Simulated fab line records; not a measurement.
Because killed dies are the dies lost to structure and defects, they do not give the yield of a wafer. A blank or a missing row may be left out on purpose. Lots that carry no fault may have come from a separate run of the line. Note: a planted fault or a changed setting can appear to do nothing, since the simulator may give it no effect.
Check of tool commonality	flow sky130	36 wafers sampled across 12 lots

THE REASON FOR OPENING IT
Of 12 lots, 3 have the reading SONOS_ONO_CVD_04_THK flagged at SKY_SONOS_ONO_THK_MEAS_05. No-fault wafers: 5.78 nm, standard deviation 0.12.
Rule: a lot gets a flag if all its wafers with a number sit over 4 standard deviations from that mean, or if no wafer of it has a number. The other lots count as sound.

lot	measured	on	SONOS_ONO_CVD_04_THK (nm), wafer by wafer	flag
L221	day 11 19:48	film_metro-01	5.79 5.75 5.86	
L222	day 12 05:50	film_metro-03	5.91 5.85 5.81	
L223	day 12 10:57	film_metro-01	5.79 5.81 5.85	
L224	day 12 23:26	film_metro-04	5.66 5.79 5.66	
L230	day 14 21:11	film_metro-01	5.74 5.88 5.84	
L233	day 15 14:10	film_metro-01	5.93 5.82 5.98	
L232	day 16 02:31	film_metro-03	6.89 7.03 7.09	FLAGGED
L234	day 16 08:17	film_metro-04	6.72 6.78 6.84	FLAGGED
L235	day 16 13:46	film_metro-03	6.95 7.02 7.00	FLAGGED
L241	day 18 19:44	film_metro-03	5.61 5.60 5.66	
L242	day 18 23:23	film_metro-01	5.77 5.73 5.78	
L243	day 19 15:35	film_metro-03	5.86 5.77 5.93	
The mean of the flagged lots' numbers is 6.92 nm, +1.14 nm from the usual (+10 standard deviations).

WHICH TOOL RAN EACH LOT
The record holds 1 process step before the reading, out of a route of 708 steps. Each cell gives the tool, then ch followed by the chambers the sampled wafers passed through, then the start.
lot	flag	SKY_SONOS_ONO_CVD_04
L221		lpcvd-03 ch 0, day 11 18:33
L222		lpcvd-03 ch 1, day 12 04:34
L223		lpcvd-03 ch 0, day 12 09:42
L224		lpcvd-03 ch 0, day 12 22:11
L230		lpcvd-03 ch 0, day 14 19:19
L233		lpcvd-03 ch 1, day 15 12:55
L232	FLAGGED	lpcvd-03 ch 0, day 15 23:41
L234	FLAGGED	lpcvd-03 ch 0, day 16 07:01
L235	FLAGGED	lpcvd-03 ch 1, day 16 12:31
L241		lpcvd-03 ch 0, day 18 17:51
L242		lpcvd-03 ch 1, day 18 21:29
L243		lpcvd-03 ch 0, day 19 14:19
What is done by these steps:
- SKY_SONOS_ONO_CVD_04: deposits SiO2 from SiH4/N2O, target thk 5.7199 nm.
- SKY_SONOS_ONO_THK_MEAS_05

FLAGGED AGAINST TOTAL, ONE TOOL AT A TIME (gauges that did the reading follow at the end)
step	tool	lots run	flagged	share of the flagged lots	sound lots run after its first flagged lot
SKY_SONOS_ONO_CVD_04	lpcvd-03	12	3	all	3 (L241,L242,L243)
SKY_SONOS_ONO_THK_MEAS_05	film_metro-01	5	0	none	-
SKY_SONOS_ONO_THK_MEAS_05	film_metro-03	5	2	some	2 (L241,L243)
SKY_SONOS_ONO_THK_MEAS_05	film_metro-04	2	1	some	0

WHAT THE TABLE PERMITS
All flagged lots share 1 row of the table, namely lpcvd-03 at SKY_SONOS_ONO_CVD_04.
- lpcvd-03 at SKY_SONOS_ONO_CVD_04 ran 12 lots, 3 of them flagged. Lots that were sound ran on it after the first flagged one (L241, L242, L243); a persistent fault on the entire tool would not allow that. Its own readings (spike_tc_bottom_C, spike_tc_centre_C, spike_tc_lower_C, spike_tc_top_C, spike_tc_upper_C, susceptor_temp_C) fall more than 4 standard deviations out on all wafers of the flagged lots.
None of the table's rows ran every flagged lot and, after the first, no sound lot.

WHAT HAD BEEN PUT IN BY THE SIMULATOR
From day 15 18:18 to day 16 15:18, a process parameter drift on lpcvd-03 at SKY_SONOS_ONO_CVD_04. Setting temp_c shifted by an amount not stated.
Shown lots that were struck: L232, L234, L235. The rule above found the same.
